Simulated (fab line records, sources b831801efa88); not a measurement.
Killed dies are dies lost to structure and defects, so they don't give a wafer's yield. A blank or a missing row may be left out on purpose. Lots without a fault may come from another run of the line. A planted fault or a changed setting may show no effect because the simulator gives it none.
fab line records | flow gf180mcu
record lots=5 wafers=15 last_day=34
route steps=602 shown VT_IMPLANT@123 MVSD@136 NWELL@137 LVPWELL@138 MVPSD@139 DUAL_GATE@141 POLY_GATE@157
lots that met no fault: from a run of the same line without faults
start_h: hours from the record's first day to the start of the lot's first wafer shown | wait_h: hours since the lot's step before | " the same as in the row above | L1.1+2: a row that stands for several wafers | - no value, or no start given | * or withheld: withheld | < > ~ a bound
route shown NAME@n: a module of which the file shows steps, and the number in the route of the first | usual: mean/standard deviation of fault-free wafers | same: alike in all rows | chamber/n: place in a boat | sites: the reading at each site | _std_site: their standard deviation | _edge_site: outer sites' mean less inner sites' | radius_mm: how far each site lies from the wafer's centre | mask NAME#n: copy n | behind: the tool/chamber that last shaped the wafer | hold: why the lot was held/for how many hours/how that ended | device: the transistor (n, p or np) that didn't switch | end of line: the same wafers' tests at the end of the route | a step without rows: its recipe alone | killed: dies lost to structure and defects at the first sort, not the wafer's yield | map: a wafer's dies, x killed, . not, _ none there
set.NAME: the setting as run; set.NAME@STEP: as run at that earlier step | model.NAME: the simulator's own value behind a step, which no gauge read
lots at some steps of the route; a table a step, a row a wafer
services: from which hour (start_h, from the record's first day; less than 0 if before it) a tool's chamber was out of use, for how many hours, and why
## steps
# step GF_VT_IMPLANT_DEHYDRATE_33
# recipe temp_c=200 time_s=60
# usual heater_power_total_W=160.38/0.13
# same time_s=60
# columns lot.wafer tool chamber start_h wait_h heater_power_total_W
L075.2 litho_track-02 0 155.76 7.4 160.67
L075.3 " 0 " " 160.30
L075.6 " 0 " " 160.31
L083.2 litho_track-04 0 209.07 8.1 160.40
L083.5 " 0 " " 160.22
L083.6 " 0 " " 160.21
L087.3 litho_track-04 0 234.80 8.5 160.32
L087.4 " 0 " " 160.29
L087.5 " 0 " " 160.58
L088.1 litho_track-02 0 240.63 8.6 160.19
L088.2 " 0 " " 160.50
L088.4 " 0 " " 160.13
L097.2 litho_track-03 0 298.70 9.5 160.32
L097.3 " 0 " " 160.34
L097.6 " 0 " " 160.45
# step GF_VT_IMPLANT_HMDS_34
# recipe prime_time_s=60 prime_temp_c=120
# columns lot.wafer tool chamber start_h wait_h
L075.2+3+6 litho_track-02 0 155.91 0.1
L083.2+5+6 litho_track-04 0 209.22 0.1
L087.3+4+5 litho_track-04 0 234.95 0.1
L088.1+2+4 litho_track-02 0 240.78 0.1
L097.2+3+6 litho_track-03 0 298.85 0.1
# step GF_VT_IMPLANT_COAT_35
# recipe resist=NOVOLAK spin_rpm=3000 resist_thk_nm=1000
# columns lot.wafer tool chamber start_h wait_h
L075.2+3+6 litho_track-02 0 156.06 0.1
L083.2+5+6 litho_track-04 0 209.37 0.1
L087.3+4+5 litho_track-04 0 235.10 0.1
L088.1+2+4 litho_track-02 0 240.93 0.1
L097.2+3+6 litho_track-03 0 299.00 0.1
# step GF_VT_IMPLANT_SOFTBAKE_36
# recipe temp_c=90 time_s=60 resist=NOVOLAK
# usual heater_power_total_W=56.60/0.043
# same time_s=60
# columns lot.wafer tool chamber start_h wait_h heater_power_total_W
L075.2 litho_track-02 0 156.21 0.1 56.62
L075.3 " 0 " " 56.60
L075.6 " 0 " " 56.57
L083.2 litho_track-04 0 209.52 0.1 56.58
L083.5 " 0 " " 56.60
L083.6 " 0 " " 56.65
L087.3 litho_track-04 0 235.25 0.1 56.59
L087.4 " 0 " " 56.59
L087.5 " 0 " " 56.58
L088.1 litho_track-02 0 241.08 0.1 56.59
L088.2 " 0 " " 56.63
L088.4 " 0 " " 56.57
L097.2 litho_track-03 0 299.15 0.1 56.59
L097.3 " 0 " " 56.55
L097.6 " 0 " " 56.62
# step GF_VT_IMPLANT_EXPOSE_37
# recipe mask_id=Nwell_HV_AREA target_cd_nm=860 na=0.6 source_shape=conventional sigma_outer=0.6 dose_mj=140
# usual stage_vel_mm_s=500.00/0.23
# columns lot.wafer tool chamber start_h wait_h mask stage_vel_mm_s
L075.2 iline_stepper-01 0 - - Nwell_HV_AREA#0 499.71
L075.3 " 0 " " Nwell_HV_AREA#0 499.89
L075.6 " 0 " " Nwell_HV_AREA#0 500.17
L083.2 iline_stepper-02 0 - - Nwell_HV_AREA#0 499.82
L083.5 " 0 " " Nwell_HV_AREA#0 500.35
L083.6 " 0 " " Nwell_HV_AREA#0 500.09
L087.3 iline_stepper-01 0 - - Nwell_HV_AREA#0 500.32
L087.4 " 0 " " Nwell_HV_AREA#0 499.93
L087.5 " 0 " " Nwell_HV_AREA#0 500.19
L088.1 iline_stepper-02 0 - - Nwell_HV_AREA#0 499.96
L088.2 " 0 " " Nwell_HV_AREA#0 500.01
L088.4 " 0 " " Nwell_HV_AREA#0 500.14
L097.2 iline_stepper-02 0 - - Nwell_HV_AREA#0 500.19
L097.3 " 0 " " Nwell_HV_AREA#0 499.83
L097.6 " 0 " " Nwell_HV_AREA#0 500.15
# step GF_VT_IMPLANT_PEB_38
# recipe temp_c=withheld time_s=* resist=NOVOLAK
# same time_s=*
# columns lot.wafer tool chamber start_h wait_h
L075.2+3+6 litho_track-03 0 - -
L083.2+5+6 litho_track-03 0 - -
L087.3+4+5 litho_track-04 0 - -
L088.1+2+4 litho_track-04 0 - -
L097.2+3+6 litho_track-02 0 - -
# step GF_VT_IMPLANT_DEVELOP_39
# recipe develop_time_s=60 dev_temp_c=23
# same develop_time_s=60
# columns lot.wafer tool chamber start_h wait_h
L075.2+3+6 litho_track-03 0 163.95 0.1
L083.2+5+6 litho_track-03 0 218.15 0.1
L087.3+4+5 litho_track-04 0 244.35 0.1
L088.1+2+4 litho_track-04 0 250.25 0.1
L097.2+3+6 litho_track-02 0 308.80 0.1
# step GF_VT_IMPLANT_OVL_MEAS_40
# usual VT_IMPLANT_03_OVL=0.0/1.5
# columns lot.wafer tool chamber start_h wait_h VT_IMPLANT_03_OVL[nm]
L075.2 overlay-02 - 164.08 0.1 -1.4
L075.3 " - " " 0.7
L075.6 " - " " -1.6
L083.2 overlay-02 - 218.28 0.1 2.0
L083.5 " - " " 1.3
L083.6 " - " " 1.2
L087.3 overlay-01 - 244.46 0.1 -0.6
L087.4 " - " " -0.9
L087.5 " - " " -1.3
L088.1 overlay-02 - 250.40 0.1 1.1
L088.2 " - " " 0.4
L088.4 " - " " 2.4
L097.2 overlay-02 - 308.93 0.1 0.1
L097.3 " - " " -1.6
L097.6 " - " " -1.2
# step GF_VT_IMPLANT_IMPLANT_41
# recipe species=As energy_kev=70 dose_cm2=1.013e+12 tilt_deg=7
# columns lot.wafer tool chamber start_h wait_h
L075.2+3+6 implanter-02 0 164.13 0.0
L083.2+5+6 implanter-02 0 218.33 0.0
L087.3+4+5 implanter-02 0 244.53 0.1
L088.1+2+4 implanter-02 0 250.43 0.0
L097.2+3+6 implanter-04 0 308.99 0.0
# step GF_VT_IMPLANT_STRIP_42
# recipe chemistry=O2/N2 power_w=1400 pressure_mtorr=1500 platen_temp_c=250 o2_flow_sccm=3000 n2_flow_sccm=300 overash_fraction=0.5
# usual drypump_motor_current_A=5.60/0.24 heater_power_w=341/14 n2_flow_sccm=299.9/0.93 oes_product_au=0.716/0.0043 strip_time_to_endpoint_s=12.63/0.035
# same overash_fraction=0.5
# columns lot.wafer tool chamber start_h wait_h drypump_motor_current_A heater_power_w n2_flow_sccm oes_product_au rf_hours_counter_h strip_time_to_endpoint_s
L075.2 plasma_asher-02 1 164.26 0.1 5.96 331 300.5 0.720 53 12.64
L075.3 " 1 " " 5.94 322 299.1 0.715 - 12.62
L075.6 " 0 " " 6.03 341 300.5 0.721 - 12.63
L083.2 plasma_asher-03 0 218.46 0.1 5.42 350 298.7 0.720 11 12.69
L083.5 " 1 " " 5.72 333 298.5 0.714 - 12.65
L083.6 " 0 " " 5.41 347 300.1 0.713 - 12.69
L087.3 plasma_asher-02 0 244.66 0.1 6.03 337 301.0 0.723 - 12.69
L087.4 " 1 " " 5.92 328 299.4 0.713 - 12.71
L087.5 " 1 " " 5.94 342 300.1 0.714 - 12.71
L088.1 plasma_asher-02 0 250.58 0.1 6.08 334 300.6 0.720 62 12.58
L088.2 " 1 " " 5.94 333 300.3 0.714 62 12.62
L088.4 " 1 " " 5.94 330 299.2 0.719 - 12.63
L097.2 plasma_asher-04 1 309.11 0.1 5.47 324 299.5 0.714 51 12.63
L097.3 " 1 " " 5.46 327 297.0 0.719 - 12.65
L097.6 " 0 " " 5.40 363 300.0 0.721 - 12.61
# step GF_VT_IMPLANT_TW_MEAS_43
# usual VT_IMPLANT_4_TW=690/3.7
# columns lot.wafer tool chamber start_h wait_h VT_IMPLANT_4_TW
L075.2 film_metro-01 - 164.37 0.1 691
L075.3 " - " " 696
L075.6 " - " " 700
L083.2 film_metro-03 - 218.57 0.1 685
L083.5 " - " " 688
L083.6 " - " " 685
L087.3 film_metro-01 - 244.75 0.1 695
L087.4 " - " " 691
L087.5 " - " " 691
L088.1 film_metro-03 - 250.68 0.1 691
L088.2 " - " " 683
L088.4 " - " " 676
L097.2 film_metro-01 - 309.22 0.1 694
L097.3 " - " " 693
L097.6 " - " " 694
# step GF_VT_IMPLANT_CLEAN_44
# recipe chemistry=SC1/SC2 mix=1:4:20 temp_c=70 time_s=150 dry=n2_spin
# same time_s=150
# columns lot.wafer tool chamber start_h wait_h
L075.2+3+6 wet_bench-02 1 164.42 0.0
L083.2+5+6 wet_bench-04 1 218.62 0.0
L087.3+4+5 wet_bench-02 1 244.79 0.0
L088.1+2+4 wet_bench-01 3 250.74 0.1
L097.2+3+6 wet_bench-04 0 309.27 0.0
# step GF_VT_IMPLANT_RTA_45
# recipe temp_c=1050 time_s=30 ambient=N2
# usual lamp_power_pct=38.34/0.27 wafer_temp_C_max=1054.2/0.83
# same time_s=30
# columns lot.wafer tool chamber start_h wait_h lamp_power_pct wafer_temp_C_max
L075.2 rtp_anneal-01 0 164.49 0.0 38.61 1054.1
L075.3 " 0 " " 38.57 1053.3
L075.6 " 0 " " 38.71 1054.0
L083.2 rtp_anneal-02 0 218.68 0.0 38.06 1054.2
L083.5 " 0 " " 38.05 1053.7
L083.6 " 0 " " 38.11 1054.4
L087.3 rtp_anneal-02 0 244.88 0.0 38.05 1054.2
L087.4 " 0 " " 38.08 1054.1
L087.5 " 0 " " 38.08 1054.3
L088.1 rtp_anneal-02 0 250.79 0.0 38.05 1055.4
L088.2 " 0 " " 38.05 1054.8
L088.4 " 0 " " 38.07 1055.0
L097.2 rtp_anneal-01 0 309.34 0.0 38.58 1053.6
L097.3 " 0 " " 38.57 1054.4
L097.6 " 0 " " 38.61 1054.0
# step GF_VT_IMPLANT_RS_MEAS_46
# recipe thk_meas_gauge=four-point-probe
# usual MVSD_RS=456.9/1.1
# columns lot.wafer tool chamber start_h wait_h MVSD_RS[ohm/sq]
L075.2 film_metro-03 - 164.59 0.1 458.2
L075.3 " - " " 456.7
L075.6 " - " " 458.0
L083.2 film_metro-02 - 218.79 0.1 458.5
L083.5 " - " " 457.5
L083.6 " - " " 456.5
L087.3 film_metro-03 - 244.99 0.1 458.7
L087.4 " - " " 458.5
L087.5 " - " " 458.7
L088.1 film_metro-03 - 250.89 0.1 456.9
L088.2 " - " " 455.9
L088.4 " - " " 456.4
L097.2 film_metro-03 - 309.44 0.1 457.6
L097.3 " - " " 457.5
L097.6 " - " " 456.4
# step GF_VT_IMPLANT_RS_MEAS_47
# recipe thk_meas_gauge=four-point-probe
# usual NWELL_RS=487.9/1.6
# columns lot.wafer tool chamber start_h wait_h NWELL_RS[ohm/sq]
L075.2 film_metro-03 - 164.71 0.1 489.7
L075.3 " - " " 487.9
L075.6 " - " " 490.0
L083.2 film_metro-02 - 218.91 0.1 488.5
L083.5 " - " " 488.7
L083.6 " - " " 489.4
L087.3 film_metro-03 - 245.11 0.1 489.0
L087.4 " - " " 489.8
L087.5 " - " " 488.7
L088.1 film_metro-03 - 251.01 0.1 488.7
L088.2 " - " " 488.9
L088.4 " - " " 488.1
L097.2 film_metro-03 - 309.56 0.1 489.0
L097.3 " - " " 489.3
L097.6 " - " " 489.9
# step GF_VT_IMPLANT_RS_MEAS_48
# recipe thk_meas_gauge=four-point-probe
# usual LVPWELL_RS=1197.3/3
# columns lot.wafer tool chamber start_h wait_h LVPWELL_RS[ohm/sq]
L075.2 film_metro-03 - 164.83 0.1 1197.3
L075.3 " - " " 1197.8
L075.6 " - " " 1197.2
L083.2 film_metro-02 - 219.03 0.1 1193.5
L083.5 " - " " 1192.4
L083.6 " - " " 1195.8
L087.3 film_metro-03 - 245.23 0.1 1200.4
L087.4 " - " " 1199.6
L087.5 " - " " 1198.0
L088.1 film_metro-03 - 251.13 0.1 1198.5
L088.2 " - " " 1196.9
L088.4 " - " " 1195.4
L097.2 film_metro-03 - 309.68 0.1 1198.2
L097.3 " - " " 1200.3
L097.6 " - " " 1201.4
# step GF_VT_IMPLANT_RS_MEAS_49
# recipe thk_meas_gauge=four-point-probe
# usual MVPSD_RS=1168.7/2.9
# columns lot.wafer tool chamber start_h wait_h MVPSD_RS[ohm/sq]
L075.2 film_metro-03 - 164.95 0.1 1173.6
L075.3 " - " " 1171.0
L075.6 " - " " 1170.2
L083.2 film_metro-02 - 219.15 0.1 1170.3
L083.5 " - " " 1169.1
L083.6 " - " " 1170.2
L087.3 film_metro-03 - 245.35 0.1 1167.4
L087.4 " - " " 1169.1
L087.5 " - " " 1166.4
L088.1 film_metro-03 - 251.25 0.1 1172.5
L088.2 " - " " 1169.9
L088.4 " - " " 1172.9
L097.2 film_metro-03 - 309.80 0.1 1166.4
L097.3 " - " " 1167.3
L097.6 " - " " 1167.9
# step GF_VT_IMPLANT_WET_ETCH_50
# recipe chemistry=dHF target_depth_nm=20 target=SiO2 temp_c=25 dilution=100:1 time_s=400
# same time_s=400
# columns lot.wafer tool chamber start_h wait_h
L075.2+3+6 wet_bench-04 3 165.05 0.1
L083.2+5+6 wet_bench-02 1 219.25 0.1
L087.3+4+5 wet_bench-01 2 245.43 0.1
L088.1+2+4 wet_bench-04 2 251.37 0.1
L097.2+3+6 wet_bench-01 0 309.90 0.1
# step GF_DUAL_GATE_CLEAN_00
# recipe chemistry=SC1/SC2 mix=1:4:20 temp_c=70 time_s=150
# same time_s=150
# columns lot.wafer tool chamber start_h wait_h
L075.2+3+6 wet_bench-01 0 165.17 0.0
L083.2+5+6 wet_bench-01 3 219.37 0.0
L087.3+4+5 wet_bench-02 0 245.55 0.0
L088.1+2+4 wet_bench-02 2 251.49 0.0
L097.2+3+6 wet_bench-02 2 310.03 0.0
# step GF_DUAL_GATE_CLEAN_01
# recipe chemistry=dHF time_s=20 dilution=100:1 dry=ipa_marangoni
# same time_s=20
# columns lot.wafer tool chamber start_h wait_h
L075.2+3+6 wet_bench-02 1 165.22 0.0
L083.2+5+6 wet_bench-02 0 219.42 0.0
L087.3+4+5 wet_bench-04 0 245.60 0.0
L088.1+2+4 wet_bench-01 3 251.59 0.0
L097.2+3+6 wet_bench-01 0 310.08 0.0
# step GF_DUAL_GATE_OXIDATION_02
# recipe temp_c=900 ambient=O2 stabilise_s=600 purge_s=300 target_thk_a=108.87 ox_time_s=1602
# usual zone_power_top_pct=33.0/1
# columns lot.wafer tool chamber start_h wait_h zone_power_top_pct
L075.2 furnace-01 0 169.66 4.4 33.4
L075.3 " 0 " " 33.8
L075.6 " 0 " " 33.7
L083.2 furnace-01 0 220.40 1.0 33.4
L083.5 " 0 " " 33.6
L083.6 " 0 " " 33.4
L087.3 furnace-01 0 245.61 0.0 33.7
L087.4 " 0 " " 33.7
L087.5 " 0 " " 33.8
L088.1 furnace-02 0 251.60 0.0 32.3
L088.2 " 0 " " 31.8
L088.4 " 0 " " 32.1
L097.2 furnace-02 0 310.48 0.4 31.7
L097.3 " 0 " " 31.3
L097.6 " 0 " " 32.2
# step GF_DUAL_GATE_THK_MEAS_03
# recipe reads=SiO2_of_DUAL_GATE_OXIDATION_02
# usual DUAL_GATE_OXIDATION_00_THK=10.76/0.21
# columns lot.wafer tool chamber start_h wait_h DUAL_GATE_OXIDATION_00_THK[nm]
L075.2 film_metro-01 - 171.12 0.0 10.76
L075.3 " - " " 10.72
L075.6 " - " " 10.73
L083.2 film_metro-02 - 221.85 0.0 10.83
L083.5 " - " " 10.79
L083.6 " - " " 10.85
L087.3 film_metro-04 - 247.08 0.0 10.47
L087.4 " - " " 10.52
L087.5 " - " " 10.41
L088.1 film_metro-01 - 253.05 0.0 10.88
L088.2 " - " " 10.65
L088.4 " - " " 10.69
L097.2 film_metro-01 - 311.94 0.0 11.19
L097.3 " - " " 11.28
L097.6 " - " " 11.25
# step GF_DUAL_GATE_DEHYDRATE_04
# recipe temp_c=200 time_s=60
# usual heater_power_total_W=160.39/0.13
# same time_s=60
# columns lot.wafer tool chamber start_h wait_h heater_power_total_W
L075.2 litho_track-03 0 178.35 7.2 160.33
L075.3 " 0 " " 160.39
L075.6 " 0 " " 160.38
L083.2 litho_track-03 0 229.80 7.9 160.59
L083.5 " 0 " " 160.18
L083.6 " 0 " " 160.44
L087.3 litho_track-04 0 255.95 8.9 160.27
L087.4 " 0 " " 160.26
L087.5 " 0 " " 160.56
L088.1 litho_track-03 0 261.97 8.9 160.45
L088.2 " 0 " " 160.51
L088.4 " 0 " " 160.35
L097.2 litho_track-04 0 321.72 9.8 160.54
L097.3 " 0 " " 160.20
L097.6 " 0 " " 160.53
# step GF_DUAL_GATE_HMDS_05
# recipe prime_time_s=60 prime_temp_c=120
# columns lot.wafer tool chamber start_h wait_h
L075.2+3+6 litho_track-03 0 178.50 0.1
L083.2+5+6 litho_track-03 0 229.95 0.1
L087.3+4+5 litho_track-04 0 256.10 0.1
L088.1+2+4 litho_track-03 0 262.12 0.1
L097.2+3+6 litho_track-04 0 321.87 0.1
# step GF_DUAL_GATE_COAT_06
# recipe resist=NOVOLAK spin_rpm=3000 resist_thk_nm=1000
# columns lot.wafer tool chamber start_h wait_h
L075.2+3+6 litho_track-03 0 178.65 0.1
L083.2+5+6 litho_track-03 0 230.10 0.1
L087.3+4+5 litho_track-04 0 256.25 0.1
L088.1+2+4 litho_track-03 0 262.27 0.1
L097.2+3+6 litho_track-04 0 322.02 0.1
# step GF_DUAL_GATE_SOFTBAKE_07
# recipe temp_c=90 time_s=60 resist=NOVOLAK
# usual heater_power_total_W=56.59/0.045
# same time_s=60
# columns lot.wafer tool chamber start_h wait_h heater_power_total_W
L075.2 litho_track-03 0 178.80 0.1 56.62
L075.3 " 0 " " 56.53
L075.6 " 0 " " 56.57
L083.2 litho_track-03 0 230.25 0.1 56.52
L083.5 " 0 " " 56.60
L083.6 " 0 " " 56.61
L087.3 litho_track-04 0 256.40 0.1 56.57
L087.4 " 0 " " 56.62
L087.5 " 0 " " 56.55
L088.1 litho_track-03 0 262.42 0.1 56.67
L088.2 " 0 " " 56.56
L088.4 " 0 " " 56.73
L097.2 litho_track-04 0 322.17 0.1 56.54
L097.3 " 0 " " 56.56
L097.6 " 0 " " 56.62
# step GF_DUAL_GATE_EXPOSE_08
# recipe mask_id=Dualgate target_cd_nm=700 na=0.6 source_shape=conventional sigma_outer=0.6 dose_mj=140
# usual stage_vel_mm_s=500.01/0.25
# columns lot.wafer tool chamber start_h wait_h mask stage_vel_mm_s
L075.2 iline_stepper-01 0 - - Dualgate#0 500.25
L075.3 " 0 " " Dualgate#0 500.42
L075.6 " 0 " " Dualgate#0 499.84
L083.2 iline_stepper-02 0 - - Dualgate#0 500.01
L083.5 " 0 " " Dualgate#0 500.15
L083.6 " 0 " " Dualgate#0 500.28
L087.3 iline_stepper-01 0 - - Dualgate#0 499.78
L087.4 " 0 " " Dualgate#0 500.05
L087.5 " 0 " " Dualgate#0 499.77
L088.1 iline_stepper-02 0 - - Dualgate#0 500.34
L088.2 " 0 " " Dualgate#0 500.29
L088.4 " 0 " " Dualgate#0 500.23
L097.2 iline_stepper-01 0 - - Dualgate#0 500.11
L097.3 " 0 " " Dualgate#0 500.40
L097.6 " 0 " " Dualgate#0 500.43
# step GF_DUAL_GATE_PEB_09
# recipe temp_c=withheld time_s=* resist=NOVOLAK
# same time_s=*
# columns lot.wafer tool chamber start_h wait_h
L075.2+3+6 litho_track-03 0 - -
L083.2+5+6 litho_track-03 0 - -
L087.3+4+5 litho_track-01 0 - -
L088.1+2+4 litho_track-03 0 - -
L097.2+3+6 litho_track-03 0 - -
# step GF_DUAL_GATE_DEVELOP_10
# recipe develop_time_s=60 dev_temp_c=23
# same develop_time_s=60
# columns lot.wafer tool chamber start_h wait_h
L075.2+3+6 litho_track-03 0 186.80 0.1
L083.2+5+6 litho_track-03 0 239.00 0.1
L087.3+4+5 litho_track-01 0 265.76 0.1
L088.1+2+4 litho_track-03 0 271.27 0.1
L097.2+3+6 litho_track-03 0 332.49 0.1
# step GF_DUAL_GATE_OVL_MEAS_11
# usual DUAL_GATE_OVL=1.4/1.5
# columns lot.wafer tool chamber start_h wait_h DUAL_GATE_OVL[nm]
L075.2 overlay-02 - 186.93 0.1 -0.2
L075.3 " - " " -0.4
L075.6 " - " " -0.9
L083.2 overlay-02 - 239.13 0.1 1.5
L083.5 " - " " 1.9
L083.6 " - " " -0.6
L087.3 overlay-02 - 265.87 0.1 4.3
L087.4 " - " " 3.4
L087.5 " - " " 2.5
L088.1 overlay-01 - 271.42 0.1 0.4
L088.2 " - " " 1.5
L088.4 " - " " 2.4
L097.2 overlay-01 - 332.63 0.1 1.4
L097.3 " - " " 1.5
L097.6 " - " " 1.0
# step GF_DUAL_GATE_WET_ETCH_12
# recipe chemistry=dHF target_depth_nm=13 dry=n2_spin target=SiO2 temp_c=25 dilution=100:1 time_s=260
# same time_s=260
# columns lot.wafer tool chamber start_h wait_h
L075.2+3+6 wet_bench-04 2 186.96 0.0
L083.2+5+6 wet_bench-01 0 239.16 0.0
L087.3+4+5 wet_bench-04 3 265.90 0.0
L088.1+2+4 wet_bench-04 2 271.46 0.0
L097.2+3+6 wet_bench-01 2 332.66 0.0
# step GF_DUAL_GATE_STRIP_13
# recipe chemistry=O2/N2 power_w=1400 pressure_mtorr=1500 platen_temp_c=250 o2_flow_sccm=3000 n2_flow_sccm=300 overash_fraction=0.5
# usual drypump_motor_current_A=5.8/0.48 heater_power_w=336/33 n2_flow_sccm=299.9/0.85 oes_product_au=0.716/0.0048 strip_time_to_endpoint_s=12.62/0.036
# same overash_fraction=0.5
# columns lot.wafer tool chamber start_h wait_h drypump_motor_current_A heater_power_w n2_flow_sccm oes_product_au rf_hours_counter_h strip_time_to_endpoint_s
L075.2 plasma_asher-01 0 187.05 0.0 5.1 274 299.6 0.718 54 12.57
L075.3 " 0 " " 5.1 286 299.1 0.722 - 12.56
L075.6 " 0 " " 5.1 282 299.5 0.714 - 12.59
L083.2 plasma_asher-02 1 239.24 0.0 5.9 334 301.8 0.713 61 12.59
L083.5 " 1 " " 5.9 339 302.2 0.708 - 12.59
L083.6 " 0 " " 6.1 336 300.9 0.717 - 12.60
L087.3 plasma_asher-01 1 266.01 0.0 6.4 379 300.2 0.717 - 12.61
L087.4 " 0 " " 5.1 291 300.3 0.716 - 12.64
L087.5 " 0 " " 5.1 286 300.3 0.715 - 12.62
L088.1 plasma_asher-01 1 271.54 0.0 6.4 376 300.4 0.719 62 12.61
L088.2 " 0 " " 5.1 283 299.4 0.724 62 12.67
L088.4 " 1 " " 6.4 385 300.8 0.715 - 12.66
L097.2 plasma_asher-01 0 332.74 0.0 5.1 278 300.7 0.711 69 12.57
L097.3 " 1 " " 6.4 378 299.1 0.716 - 12.58
L097.6 " 0 " " 5.1 288 298.9 0.711 - 12.61
# step GF_DUAL_GATE_CLEAN_14
# recipe chemistry=SC1/SC2 mix=1:4:20 temp_c=70 time_s=150 dry=n2_spin
# same time_s=150
# columns lot.wafer tool chamber start_h wait_h
L075.2+3+6 wet_bench-02 2 187.15 0.1
L083.2+5+6 wet_bench-04 3 239.34 0.1
L087.3+4+5 wet_bench-02 3 266.08 0.0
L088.1+2+4 wet_bench-02 0 271.64 0.1
L097.2+3+6 wet_bench-02 3 332.84 0.1
# step GF_DUAL_GATE_OXIDATION_15
# recipe temp_c=850 ambient=O2 stabilise_s=600 purge_s=300 target_thk_a=70.98 ox_time_s=1995
# usual zone_power_top_pct=29.8/0.91
# columns lot.wafer tool chamber start_h wait_h zone_power_top_pct
L075.2 furnace-01 0 187.20 0.0 30.6
L075.3 " 0 " " 31.0
L075.6 " 0 " " 30.0
L083.2 furnace-02 0 239.39 0.0 29.1
L083.5 " 0 " " 29.0
L083.6 " 0 " " 29.3
L087.3 furnace-01 0 266.13 0.0 30.7
L087.4 " 0 " " 30.9
L087.5 " 0 " " 30.6
L088.1 furnace-02 0 272.08 0.4 29.2
L088.2 " 0 " " 29.4
L088.4 " 0 " " 28.7
L097.2 furnace-02 0 333.62 0.7 28.9
L097.3 " 0 " " 28.7
L097.6 " 0 " " 29.6
# step GF_POLY_GATE_CVD_00
# recipe material=poly-Si target_thk_nm=200 temp_c=620 time_s=1200 pressure_mtorr=200
# usual zone_power_top_pct=18.2/0.83
# same time_s=1200
# columns lot.wafer tool chamber start_h wait_h zone_power_top_pct
L075.2 lpcvd-02 1 188.75 0.0 19.4
L075.3 " 1 " " 19.5
L075.6 " 1 " " 19.6
L083.2 lpcvd-02 0 240.94 0.0 18.5
L083.5 " 0 " " 18.4
L083.6 " 0 " " 18.5
L087.3 lpcvd-02 0 269.69 2.0 18.7
L087.4 " 0 " " 18.6
L087.5 " 0 " " 18.3
L088.1 lpcvd-01 1 275.19 1.6 17.0
L088.2 " 1 " " 17.5
L088.4 " 1 " " 17.2
L097.2 lpcvd-02 0 335.17 0.0 18.6
L097.3 " 0 " " 18.8
L097.6 " 0 " " 18.2
# step GF_POLY_GATE_THK_MEAS_01
# recipe reads=poly-Si_of_POLY_GATE_CVD_00
# usual POLY_GATE_CVD_00_THK=200.2/1.5
# columns lot.wafer tool chamber start_h wait_h POLY_GATE_CVD_00_THK[nm]
L075.2 film_metro-03 - 190.76 0.0 201.1
L075.3 " - " " 200.5
L075.6 " - " " 201.7
L083.2 film_metro-03 - 242.31 0.0 200.2
L083.5 " - " " 199.3
L083.6 " - " " 201.1
L087.3 film_metro-01 - 271.04 0.0 197.7
L087.4 " - " " 199.4
L087.5 " - " " 199.9
L088.1 film_metro-04 - 276.54 0.0 197.6
L088.2 " - " " 199.3
L088.4 " - " " 200.0
L097.2 film_metro-03 - 336.52 0.0 198.8
L097.3 " - " " 198.9
L097.6 " - " " 197.8
# step GF_POLY_GATE_DEHYDRATE_02
# recipe temp_c=200 time_s=60
# usual heater_power_total_W=160.37/0.12
# same time_s=60
# columns lot.wafer tool chamber start_h wait_h heater_power_total_W
L075.2 litho_track-01 0 198.59 7.8 160.45
L075.3 " 0 " " 160.60
L075.6 " 0 " " 160.40
L083.2 litho_track-02 0 250.95 8.6 160.26
L083.5 " 0 " " 160.42
L083.6 " 0 " " 160.26
L087.3 litho_track-01 0 279.96 8.9 160.37
L087.4 " 0 " " 160.32
L087.5 " 0 " " 160.46
L088.1 litho_track-01 0 285.86 9.3 160.41
L088.2 " 0 " " 160.25
L088.4 " 0 " " 160.19
L097.2 litho_track-01 0 346.68 10.2 160.24
L097.3 " 0 " " 160.58
L097.6 " 0 " " 160.63
# step GF_POLY_GATE_HMDS_03
# recipe prime_time_s=60 prime_temp_c=120
# columns lot.wafer tool chamber start_h wait_h
L075.2+3+6 litho_track-01 0 198.74 0.1
L083.2+5+6 litho_track-02 0 251.10 0.1
L087.3+4+5 litho_track-01 0 280.11 0.1
L088.1+2+4 litho_track-01 0 286.01 0.1
L097.2+3+6 litho_track-01 0 346.83 0.1
# step GF_POLY_GATE_COAT_04
# recipe resist=BARC temp_c=withheld time_s=withheld spin_rpm=withheld resist_thk_nm=withheld
# columns lot.wafer tool chamber start_h wait_h
L075.2+3+6 litho_track-01 0 198.89 0.1
L083.2+5+6 litho_track-02 0 251.25 0.1
L087.3+4+5 litho_track-01 0 280.26 0.1
L088.1+2+4 litho_track-01 0 286.16 0.1
L097.2+3+6 litho_track-01 0 346.98 0.1
# step GF_POLY_GATE_COAT_05
# recipe resist=KrF spin_rpm=withheld resist_thk_nm=700
# columns lot.wafer tool chamber start_h wait_h
L075.2+3+6 litho_track-01 0 - -
L083.2+5+6 litho_track-02 0 - -
L087.3+4+5 litho_track-01 0 - -
L088.1+2+4 litho_track-01 0 - -
L097.2+3+6 litho_track-01 0 - -
# step GF_POLY_GATE_SOFTBAKE_06
# recipe temp_c=130 time_s=60 resist=KrF
# usual heater_power_total_W=93.04/0.057
# same time_s=60
# columns lot.wafer tool chamber start_h wait_h heater_power_total_W
L075.2 litho_track-01 0 - - 92.99
L075.3 " 0 " " 93.00
L075.6 " 0 " " 93.08
L083.2 litho_track-02 0 - - 93.13
L083.5 " 0 " " 93.06
L083.6 " 0 " " 93.06
L087.3 litho_track-01 0 - - 93.07
L087.4 " 0 " " 92.98
L087.5 " 0 " " 93.11
L088.1 litho_track-01 0 - - 93.03
L088.2 " 0 " " 93.11
L088.4 " 0 " " 93.17
L097.2 litho_track-01 0 - - 93.07
L097.3 " 0 " " 92.96
L097.6 " 0 " " 93.12
## services
# columns tool chamber start_h hours kind
furnace-01 - 137.13 3.2 pm
furnace-01 - 150.49 15.0 pm
wet_bench-01 - 152.66 1.6 repair
furnace-01 - 165.45 4.2 pm
wet_bench-04 - 165.78 1.0 repair
plasma_asher-04 - 173.35 1.7 repair
implanter-04 - 173.76 2.2 repair
implanter-04 - 177.47 2.0 repair
iline_stepper-02 - 178.74 7.2 repair
furnace-02 - 179.27 3.5 pm
plasma_asher-01 - 205.22 2.8 repair
implanter-02 - 213.45 3.9 repair
iline_stepper-01 - 224.33 4.6 repair
implanter-02 - 238.15 0.7 repair
rtp_anneal-01 - 258.29 2.8 pm
iline_stepper-02 - 263.18 1.7 pm
wet_bench-01 - 266.20 0.7 repair
furnace-02 - 291.51 1.0 pm
plasma_asher-02 - 297.49 18.7 repair
wet_bench-04 - 304.90 1.9 pm
iline_stepper-02 - 328.69 2.1 pm
iline_stepper-01 - 341.48 1.7 pm
lpcvd-02 - 343.56 2.8 pm
furnace-02 - 345.11 4.7 pm
## key
fault none
